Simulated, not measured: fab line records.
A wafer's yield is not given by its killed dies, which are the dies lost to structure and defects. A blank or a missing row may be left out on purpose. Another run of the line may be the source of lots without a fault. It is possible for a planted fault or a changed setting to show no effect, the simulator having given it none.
fab line records	flow sky130
record: lots: 12	wafers: 36	last_day: 50
route steps=708 shown FIELD_ISO@17 METAL2@499 VIA2@531 PAD_OPEN@708
lots that met no fault: from a run of the same line without faults
start_h: start of the lot's first displayed wafer, in hours after the record's first day	wait_h: hours elapsed since this lot's preceding step	" repeats the value in the row above	L1.1+2: a row that stands for several wafers	- no value present, or no start provided	* or withheld: withheld	< > ~ a bound
route shown NAME@n: a module of which the file shows steps, and the number in the route of the first	usual: the fault-free wafers' mean and standard deviation	same: alike in all rows	chamber/n: place in a boat	sites: per-site readings	_std_site: the values' standard deviation	_edge_site: inner sites' mean taken away from outer sites' mean	radius_mm: for every site, how far away it sits from the centre of the wafer	mask NAME#n: copy n	behind: the most recent tool/chamber to have shaped the wafer	hold: why the lot went on hold/how many hours it stayed there/how the hold came to an end	device: the transistor (n, p or np) that didn't switch	end of line: the same wafers' tests at the end of the route	a step with no rows: only its recipe	killed: at the first sort, the dies lost to defects and structure; wafer yield is something else	map: a wafer's dies, x killed, . not, _ none there
set.NAME: setting as actually run; set.NAME@STEP: the setting as run at that earlier step	model.NAME: the simulator's own value behind a step, which no gauge read
route steps across a sampled set of lots; one table per step, one row per wafer
services: the hour from which a tool's chamber was out of use, counted from the record's first day as start_h (under 0 if before that day), plus the number of hours and why
== steps ==
step: SKY_FIELD_ISO_STRIP_16
recipe: chemistry: O2/N2	power_w: 1400	pressure_mtorr: 1500	platen_temp_c: withheld	o2_flow_sccm: 3000	n2_flow_sccm: 300	overash_fraction: 0.5
usual: drypump_motor_current_A: 5.6/0.32	o2_flow_sccm: 2999/9.1	oes_product_au: 0.379/0.005	strip_time_to_endpoint_s: 3.57/0.031
same: overash_fraction: 0.5
lot.wafer	tool	chamber	start_h	wait_h	drypump_motor_current_A	o2_flow_sccm	oes_product_au	rf_hours_counter_h	strip_time_to_endpoint_s
L984.1	plasma_asher-03	1	28.25	0.0	5.8	2993	0.381	21	3.53
L984.4	"	0	"	"	5.9	2998	0.381	-	3.55
L984.6	"	0	"	"	5.9	2991	0.379	-	3.55
L986.2	plasma_asher-03	1	43.25	0.0	5.8	2986	0.370	23	3.53
L986.4	"	0	"	"	5.8	3007	0.376	-	3.57
L986.5	"	1	"	"	5.7	2998	0.380	-	3.56
L987.1	plasma_asher-03	0	48.61	0.0	5.8	2993	0.370	23	3.54
L987.5	"	0	"	"	5.9	3001	0.377	-	3.53
L987.6	"	1	"	"	5.8	3006	0.376	-	3.54
L988.1	plasma_asher-03	1	51.91	0.0	5.7	2997	0.378	24	3.57
L988.3	"	0	"	"	5.9	2985	0.378	-	3.62
L988.5	"	0	"	"	5.9	2994	0.378	-	3.55
L989.1	plasma_asher-04	1	58.39	0.0	5.3	3015	0.375	38	3.52
L989.5	"	1	"	"	5.3	3001	0.373	-	3.53
L989.6	"	0	"	"	5.5	3023	0.371	-	3.61
L990.1	plasma_asher-04	1	62.89	0.0	5.3	2998	0.378	39	3.61
L990.2	"	0	"	"	5.5	3006	0.374	39	3.53
L990.4	"	0	"	"	5.5	3011	0.382	-	3.56
L991.3	plasma_asher-04	0	65.24	0.1	5.6	3007	0.375	-	3.58
L991.4	"	1	"	"	5.3	3008	0.381	-	3.60
L991.5	"	1	"	"	5.3	2999	0.379	-	3.55
L992.1	plasma_asher-03	0	68.94	0.0	5.9	2988	0.380	25	3.59
L992.2	"	1	"	"	5.8	3001	0.382	25	3.56
L992.4	"	0	"	"	5.9	2999	0.370	-	3.55
L996.2	plasma_asher-03	0	91.06	0.0	5.8	2971	0.375	27	3.56
L996.3	"	1	"	"	5.7	3001	0.371	-	3.54
L996.4	"	0	"	"	5.9	3011	0.382	-	3.60
L999.1	plasma_asher-03	0	107.41	0.0	5.9	2995	0.374	29	3.55
L999.3	"	0	"	"	5.9	2988	0.386	-	3.60
L999.6	"	1	"	"	5.8	2991	0.376	-	3.52
L101.1	plasma_asher-04	0	117.89	0.0	5.5	2997	0.383	44	3.58
L101.3	"	0	"	"	5.5	3015	0.374	-	3.59
L101.6	"	1	"	"	5.3	2987	0.382	-	3.57
L107.1	plasma_asher-04	1	150.59	0.0	5.3	3010	0.384	47	3.61
L107.3	"	1	"	"	5.3	3017	0.381	-	3.59
L107.6	"	1	"	"	5.3	3013	0.376	-	3.58
step: SKY_METAL2_OVL_MEAS_16
usual: METAL2_OVL: 0/5.1
lot.wafer	tool	chamber	start_h	wait_h	METAL2_OVL[nm]
L984.1	overlay-01	-	809.76	0.1	-8
L984.4	"	-	"	"	0
L984.6	"	-	"	"	-6
L986.2	overlay-02	-	832.61	0.1	5
L986.4	"	-	"	"	-4
L986.5	"	-	"	"	2
L987.1	overlay-02	-	840.64	0.1	5
L987.5	"	-	"	"	6
L987.6	"	-	"	"	4
L988.1	overlay-02	-	847.81	0.1	-2
L988.3	"	-	"	"	2
L988.5	"	-	"	"	1
L989.1	overlay-02	-	855.60	0.1	-7
L989.5	"	-	"	"	-7
L989.6	"	-	"	"	0
L990.1	overlay-02	-	863.95	0.1	-7
L990.2	"	-	"	"	-2
L990.4	"	-	"	"	5
L991.3	overlay-01	-	870.12	0.1	1
L991.4	"	-	"	"	0
L991.5	"	-	"	"	-7
L992.1	overlay-01	-	871.06	0.1	0
L992.2	"	-	"	"	2
L992.4	"	-	"	"	8
L996.2	overlay-01	-	918.51	0.1	0
L996.3	"	-	"	"	7
L996.4	"	-	"	"	7
L999.1	overlay-02	-	930.80	0.1	8
L999.3	"	-	"	"	0
L999.6	"	-	"	"	5
L101.1	overlay-02	-	978.25	0.1	9
L101.3	"	-	"	"	5
L101.6	"	-	"	"	4
L107.1	overlay-01	-	981.80	0.1	-5
L107.3	"	-	"	"	-9
L107.6	"	-	"	"	0
step: SKY_METAL2_STRIP_20
recipe: chemistry: O2/N2	power_w: 1400	pressure_mtorr: 1500	platen_temp_c: withheld	o2_flow_sccm: 3000	n2_flow_sccm: 300	overash_fraction: 0.5
usual: drypump_motor_current_A: 5.78/0.24	o2_flow_sccm: 2999/10	oes_product_au: 0.343/0.005	strip_time_to_endpoint_s: 2.70/0.035
same: overash_fraction: 0.5
lot.wafer	tool	chamber	start_h	wait_h	drypump_motor_current_A	o2_flow_sccm	oes_product_au	rf_hours_counter_h	strip_time_to_endpoint_s
L984.1	plasma_asher-03	0	809.98	0.1	5.89	2995	0.339	95	2.65
L984.4	"	0	"	"	5.85	2995	0.344	-	2.64
L984.6	"	0	"	"	5.86	3000	0.345	-	2.61
L986.2	plasma_asher-04	1	832.82	0.1	5.31	3001	0.347	42	2.70
L986.4	"	0	"	"	5.53	2996	0.347	-	2.71
L986.5	"	0	"	"	5.52	3002	0.345	-	2.72
L987.1	plasma_asher-03	0	840.87	0.1	5.82	2998	0.343	99	2.68
L987.5	"	0	"	"	5.87	3006	0.350	-	2.71
L987.6	"	1	"	"	5.76	3006	0.342	-	2.67
L988.1	plasma_asher-04	1	848.03	0.1	5.27	2994	0.347	44	2.77
L988.3	"	0	"	"	5.55	3008	0.352	-	2.71
L988.5	"	0	"	"	5.55	2994	0.344	-	2.72
L989.1	plasma_asher-03	0	855.82	0.1	5.86	2989	0.341	101	2.76
L989.5	"	1	"	"	5.74	3003	0.338	-	2.73
L989.6	"	0	"	"	5.87	2992	0.343	-	2.73
L990.1	plasma_asher-04	1	864.17	0.1	5.24	3006	0.344	45	2.70
L990.2	"	0	"	"	5.55	3018	0.345	45	2.72
L990.4	"	0	"	"	5.56	3024	0.345	-	2.74
L991.3	plasma_asher-02	1	870.36	0.1	6.04	3003	0.343	-	2.68
L991.4	"	0	"	"	6.02	2989	0.342	-	2.68
L991.5	"	1	"	"	6.00	3005	0.342	-	2.69
L992.1	plasma_asher-03	0	871.28	0.1	5.85	3004	0.344	102	2.69
L992.2	"	1	"	"	5.77	2987	0.341	102	2.74
L992.4	"	1	"	"	5.77	2996	0.341	-	2.73
L996.2	plasma_asher-03	1	918.72	0.1	5.78	3013	0.337	107	2.78
L996.3	"	0	"	"	5.92	3024	0.338	-	2.74
L996.4	"	1	"	"	5.75	3011	0.346	-	2.73
L999.1	plasma_asher-03	0	931.02	0.1	5.84	3004	0.333	108	2.66
L999.3	"	0	"	"	5.86	2998	0.341	-	2.68
L999.6	"	1	"	"	5.78	2989	0.341	-	2.69
L101.1	plasma_asher-02	1	978.47	0.1	6.03	3009	0.334	88	2.69
L101.3	"	1	"	"	6.02	3003	0.345	-	2.71
L101.6	"	1	"	"	6.01	3011	0.345	-	2.71
L107.1	plasma_asher-02	0	982.02	0.1	6.00	2985	0.347	88	2.68
L107.3	"	0	"	"	6.00	3005	0.341	-	2.69
L107.6	"	1	"	"	6.02	3009	0.336	-	2.66
step: SKY_VIA2_CMP_24
recipe: stop_on: SiO2	t_overpolish_s: 20	down_force_psi: 3.5	platen_rpm: 60	target_thk_nm: 0	pad_velocity_m_s: 0.94248
usual: motor_current_A: 11.4/0.87	overpolish_run_s: 20.001/0.0087	time_to_endpoint_s: 102/3.6
lot.wafer	tool	chamber	start_h	wait_h	motor_current_A	overpolish_run_s	time_to_endpoint_s
L984.1	cmp-02	2	839.54	0.1	13.6	19.979	101
L984.4	"	0	"	"	11.3	20.015	97
L984.6	"	1	"	"	11.6	19.994	104
L986.4	cmp-01	3	862.32	0.0	10.6	19.996	104
L986.2	"	1	"	"	10.6	19.999	100
L986.5	"	0	"	"	12.1	20.001	104
L987.1	cmp-01	0	869.55	0.1	11.8	20.008	101
L987.6	"	3	"	"	9.9	19.997	104
L987.5	"	0	"	"	11.2	19.992	105
L988.3	cmp-02	2	876.21	0.0	13.3	20.013	96
L988.1	"	0	"	"	12.1	19.996	97
L988.5	"	2	"	"	13.0	20.012	99
L989.1	cmp-02	2	884.25	0.1	13.5	19.999	99
L989.5	"	1	"	"	11.1	19.991	108
L989.6	"	2	"	"	13.1	19.995	96
L990.1	cmp-01	3	892.60	0.1	10.8	20.013	105
L990.2	"	0	"	"	11.9	20.010	103
L990.4	"	2	"	"	10.4	19.997	101
L991.3	cmp-02	0	899.22	0.1	11.6	20.003	96
L991.4	"	2	"	"	13.1	19.995	100
L991.5	"	0	"	"	11.3	20.001	99
L992.4	cmp-01	2	900.65	0.0	10.9	20.014	103
L992.1	"	3	"	"	10.3	20.007	104
L992.2	"	1	"	"	10.8	19.987	106
L996.2	cmp-01	2	944.92	0.0	10.2	20.006	99
L996.3	"	3	"	"	10.8	19.992	98
L996.4	"	0	"	"	11.6	20.000	105
L999.1	cmp-02	1	957.72	0.1	11.6	20.003	101
L999.3	"	2	"	"	13.2	20.000	94
L999.6	"	1	"	"	11.0	19.994	103
L101.3	cmp-01	0	1004.20	0.0	11.3	20.018	104
L101.1	"	2	"	"	10.8	20.014	103
L101.6	"	0	"	"	12.1	20.007	104
L107.3	cmp-02	2	1008.19	0.0	13.1	20.002	96
L107.1	"	0	"	"	11.5	19.993	93
L107.6	"	3	"	"	12.2	20.002	95
step: SKY_PAD_OPEN_PROBE_99
usual: killed_at_M0_to_M3: 43/6.2	killed_at_M4_up: 2.8/1.7	killed_at_contacts: 24/4.8	killed_at_front_end: 15/4.3	killed_at_other: 0.3/0.55	killed_dies: 85/8.4	killed_on_rim: 17/3.8	killed_open: 46/6.7	killed_short: 38/6.2
same: gross_dies: 492	killed_at_back_side: 0
lot.wafer	tool	chamber	start_h	wait_h	killed_at_M0_to_M3	killed_at_M4_up	killed_at_contacts	killed_at_front_end	killed_at_other	killed_dies	killed_on_rim	killed_open	killed_short
L988.1	prober-01	-	1097.33	0.1	33	4	20	29	0	86	14	41	44
L988.3	prober-01	-	1097.43	0.2	46	4	30	12	0	92	26	46	46
L988.5	prober-01	-	1097.53	0.2	42	5	24	11	1	83	15	44	39
L989.1	prober-02	-	1102.14	0.1	41	1	20	10	0	72	9	36	36
L989.5	prober-02	-	1102.34	0.2	46	1	26	12	0	85	21	42	43
L989.6	prober-02	-	1102.39	0.2	54	3	25	11	0	93	16	54	39
L990.1	prober-01	-	1107.49	0.1	41	0	28	12	0	81	13	47	34
L990.2	prober-01	-	1107.54	0.1	47	3	34	10	0	94	18	55	39
L990.4	prober-01	-	1107.64	0.2	54	2	17	14	0	87	17	41	45
L996.2	prober-02	-	1146.11	0.1	43	4	22	64	2	135	24	42	41
L996.3	prober-02	-	1146.16	0.2	47	2	26	34	1	110	23	54	34
L996.4	prober-02	-	1146.21	0.2	39	1	30	61	2	133	15	53	32
L999.1	prober-02	-	1156.45	0.1	44	2	18	59	0	123	16	34	43
L999.3	prober-02	-	1156.55	0.2	57	2	15	59	2	135	21	51	39
L999.6	prober-02	-	1156.70	0.2	39	4	18	39	1	101	25	33	46
killed by level:class
L988.1 FIELD_ISO:geometric_particle:short=12 POLY_GATE:geometric_particle:open=9 VIA1:geometric_particle:open=8 CONTACT:geometric_particle:open=6 VIA3:geometric_particle:open=6 METAL2:geometric_particle:short=5 LI_CONTACT:geometric_particle:open=5 CONTACT:geometric_particle:short=5
L988.3 CONTACT:geometric_particle:open=12 CONTACT:geometric_particle:short=10 VIA1:geometric_particle:open=10 FIELD_ISO:geometric_particle:open=7 METAL2:geometric_particle:short=7 VIA1:geometric_particle:short=6 METAL3:geometric_particle:short=4 VIA2:geometric_particle:open=4
L988.5 VIA1:geometric_particle:open=12 CONTACT:geometric_particle:open=8 METAL1:geometric_particle:short=6 VIA3:geometric_particle:open=6 LI_CONTACT:geometric_particle:open=5 LOCAL_INTERCONNECT:geometric_particle:short=5 CONTACT:geometric_particle:short=5 POLY_GATE:geometric_particle:open=4
L989.1 METAL2:geometric_particle:short=9 CONTACT:geometric_particle:open=8 VIA1:geometric_particle:open=8 LI_CONTACT:geometric_particle:open=5 POLY_GATE:geometric_particle:short=5 VIA1:geometric_particle:short=5 VIA3:geometric_particle:open=5 VIA2:geometric_particle:open=4
L989.5 VIA1:geometric_particle:open=13 METAL1:geometric_particle:short=10 CONTACT:geometric_particle:short=8 VIA2:geometric_particle:open=7 LI_CONTACT:geometric_particle:open=6 CONTACT:geometric_particle:open=6 FIELD_ISO:geometric_particle:short=5 METAL2:geometric_particle:short=5
L989.6 VIA1:geometric_particle:open=13 VIA2:geometric_particle:open=10 CONTACT:geometric_particle:open=10 METAL2:geometric_particle:short=8 LI_CONTACT:geometric_particle:open=7 POLY_GATE:geometric_particle:short=6 VIA3:geometric_particle:open=5 METAL1:geometric_particle:short=5
L990.1 VIA1:geometric_particle:open=12 VIA3:geometric_particle:open=12 CONTACT:geometric_particle:short=9 CONTACT:geometric_particle:open=9 METAL2:geometric_particle:short=6 LI_CONTACT:geometric_particle:open=4 FIELD_ISO:geometric_particle:short=3 LOCAL_INTERCONNECT:geometric_particle:short=3
L990.2 VIA1:geometric_particle:open=11 LI_CONTACT:geometric_particle:open=10 CONTACT:geometric_particle:open=8 VIA3:geometric_particle:open=8 VIA1:geometric_particle:short=5 LOCAL_INTERCONNECT:geometric_particle:short=5 CONTACT:geometric_particle:short=5 METAL1:geometric_particle:short=5
L990.4 VIA1:geometric_particle:open=11 VIA2:geometric_particle:open=10 METAL1:geometric_particle:short=6 CONTACT:geometric_particle:open=5 VIA1:geometric_particle:short=5 VIA3:geometric_particle:open=5 FIELD_ISO:geometric_particle:short=4 VIA3:geometric_particle:short=4
L996.2 FIELD_ISO:unspecified=51 VIA1:geometric_particle:open=13 LOCAL_INTERCONNECT:geometric_particle:short=6 LI_CONTACT:geometric_particle:open=5 POLY_GATE:geometric_particle:open=4 LI_CONTACT:geometric_particle:short=4 METAL1:geometric_particle:short=4 VIA1:geometric_particle:short=4
L996.3 FIELD_ISO:unspecified=21 CONTACT:geometric_particle:open=9 VIA2:geometric_particle:open=9 VIA1:geometric_particle:open=8 VIA3:geometric_particle:open=8 POLY_GATE:geometric_particle:short=6 LI_CONTACT:geometric_particle:open=5 LOCAL_INTERCONNECT:geometric_particle:open=4
L996.4 FIELD_ISO:unspecified=46 CONTACT:geometric_particle:open=12 VIA1:geometric_particle:open=11 LI_CONTACT:geometric_particle:open=9 FIELD_ISO:geometric_particle:open=6 METAL2:geometric_particle:short=6 VIA2:geometric_particle:open=5 METAL1:geometric_particle:short=5
L999.1 FIELD_ISO:unspecified=45 VIA3:geometric_particle:open=7 VIA1:geometric_particle:open=6 POLY_GATE:geometric_particle:open=5 VIA1:geometric_particle:short=5 LI_CONTACT:geometric_particle:open=5 CONTACT:geometric_particle:short=5 METAL1:geometric_particle:short=5
L999.3 FIELD_ISO:unspecified=42 VIA1:geometric_particle:open=12 VIA3:geometric_particle:open=9 METAL2:geometric_particle:short=9 VIA1:geometric_particle:short=8 FIELD_ISO:geometric_particle:short=6 VIA2:geometric_particle:open=6 POLY_GATE:geometric_particle:open=5
L999.6 FIELD_ISO:unspecified=21 CONTACT:geometric_particle:open=9 VIA1:geometric_particle:open=8 FIELD_ISO:geometric_particle:short=6 VIA1:geometric_particle:short=5 METAL2:geometric_particle:short=5 VIA3:geometric_particle:open=5 FIELD_ISO:geometric_particle:open=4
== services ==
tool	chamber	start_h	hours	kind
cmp-02	-	4.84	0.3	repair
cmp-01	-	11.96	0.4	repair
cmp-01	-	18.23	8.4	pm
cmp-01	-	37.78	15.3	pm
plasma_asher-04	-	39.77	4.0	pm
cmp-01	-	64.00	4.0	pm
cmp-01	-	64.25	1.9	repair
cmp-02	-	66.73	1.3	repair
cmp-01	-	67.54	1.6	repair
cmp-02	-	102.45	2.2	repair
plasma_asher-04	-	180.69	1.7	repair
plasma_asher-03	-	201.46	2.2	repair
plasma_asher-04	-	256.23	1.2	repair
plasma_asher-04	-	276.41	7.3	repair
plasma_asher-03	-	323.88	0.4	repair
plasma_asher-04	-	421.25	9.0	pm
plasma_asher-03	-	421.36	11.0	repair
plasma_asher-03	-	538.81	2.8	pm
plasma_asher-04	-	548.52	2.8	pm
plasma_asher-04	-	559.69	0.7	repair
plasma_asher-03	-	613.69	2.4	repair
plasma_asher-03	-	661.32	14.6	pm
plasma_asher-03	-	952.13	2.9	repair
plasma_asher-04	-	1007.67	14.6	pm
== key ==
first_sign: step: SKY_PAD_OPEN_PROBE_99	reading: killed_at_front_end	direction: up	sigmas: 8.9	usual: 15	struck: 53
effect: step: SKY_PAD_OPEN_PROBE_99	reading: killed_dies	direction: up	sigmas: 4.5	usual: 85	struck: 123
met_at SKY_FIELD_ISO_STRIP_16
struck_lots L996,L999
tester_left_out L996,L999
not_acting_at SKY_METAL2_OVL_MEAS_16,SKY_METAL2_STRIP_20,SKY_VIA2_CMP_24
onset_between 68.94 91.06
fault: kind: chamber_particle_source	tool: plasma_asher-03	chamber: -	onset_h: 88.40	steps: SKY_FIELD_ISO_STRIP_16	rate_per_visit_cm2: 0.44873	end_h: 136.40
tester_left_out: of these lots the tester's yield and bins aren't shown, on N5 and GAA mostly nor the transistor test; their killed dies are dies lost to structure and defects alone, not to doping, threshold or leakage, so they don't give the yield
